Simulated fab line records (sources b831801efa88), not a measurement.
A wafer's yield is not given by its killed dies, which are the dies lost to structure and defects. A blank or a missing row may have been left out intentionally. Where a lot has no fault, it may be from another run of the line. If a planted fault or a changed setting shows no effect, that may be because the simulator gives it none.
The tool behind it: which one?	flow sfqLine	Sampling: 7 lots, 21 wafers, 4 of 325 route steps

== WHAT THE GAUGES SHOWED, per wafer ==
SFQ_R5_RS_MEAS_933: the measuring method here is four-point-probe.
lot	measured	on	R5_MONX_RS (ohm/sq)
L268	day 58 02:35	filmMetro-03	7.02 7.06 6.93
L271	day 64 03:06	filmMetro-03	6.90 6.91 6.99
L273	day 64 09:05	filmMetro-03	7.07 7.04 6.96
L275	day 64 15:05	filmMetro-04	6.87 6.95 6.85
L278	day 64 22:23	filmMetro-03	7.01 7.03 7.00
L280	day 65 01:22	filmMetro-04	7.05 7.09 7.04
L283	day 66 06:05	filmMetro-03	6.92 6.99 7.00

== WHICH TOOL RAN EACH LOT (tool, then ch and the chambers of the sampled wafers, then the start) ==
lot	SFQ_TRILAYER_JJ_CE_METRO_MEASURE_117	SFQ_TRILAYER_A5B_CMP_CMP_130	SFQ_TRILAYER_A5B_METRO_MEASURE_131
L268	cdSem-02, day 52 03:53	cmp-01 ch 0,1,3, day 57 22:16	filmMetro-02, day 58 01:28
L271	cdSem-01, day 58 00:26	cmp-01 ch 0,1,2, day 63 22:47	filmMetro-04, day 64 01:59
L273	cdSem-01, day 58 10:11	cmp-01 ch 1,2, day 64 04:47	filmMetro-01, day 64 07:47
L275	cdSem-01, day 58 17:31	cmp-01 ch 0,2,3, day 64 10:47	filmMetro-02, day 64 13:47
L278	cdSem-02, day 58 23:50	cmp-02 ch 0,1,2, day 64 18:34	filmMetro-02, day 64 21:16
L280	cdSem-02, day 59 02:02	cmp-02 ch 0,1,3, day 64 21:34	filmMetro-01, day 65 00:04
L283	cdSem-01, day 61 04:35	cmp-01 ch 0,1,3, day 66 01:47	filmMetro-01, day 66 04:47
- SFQ_TRILAYER_JJ_CE_METRO_MEASURE_117
- SFQ_TRILAYER_A5B_CMP_CMP_130: polishes, stops on Nb, target thk 340.7 nm.
- SFQ_TRILAYER_A5B_METRO_MEASURE_131

== THE ANSWER, worked out from the rows above alone ==
Rule: usual is defined by the lots themselves. The widest of any qualifying gaps counts: lots, ordered by their means at a reading, are off when they make up no more than a third of the lots, leave a main group of 4 or more, and stand apart from it by 3 or more times the standard deviation of that group's means. Not used: any main group whose means are identical at the precision the tables above print for the reading. A lot without any number at a reading at which 4 lots or more have one is off too. All remaining lots with rows at the step are treated as sound.
No lot is off at any reading shown: from this, nothing can be told.

== WHAT THE SIMULATOR PUT IN ==
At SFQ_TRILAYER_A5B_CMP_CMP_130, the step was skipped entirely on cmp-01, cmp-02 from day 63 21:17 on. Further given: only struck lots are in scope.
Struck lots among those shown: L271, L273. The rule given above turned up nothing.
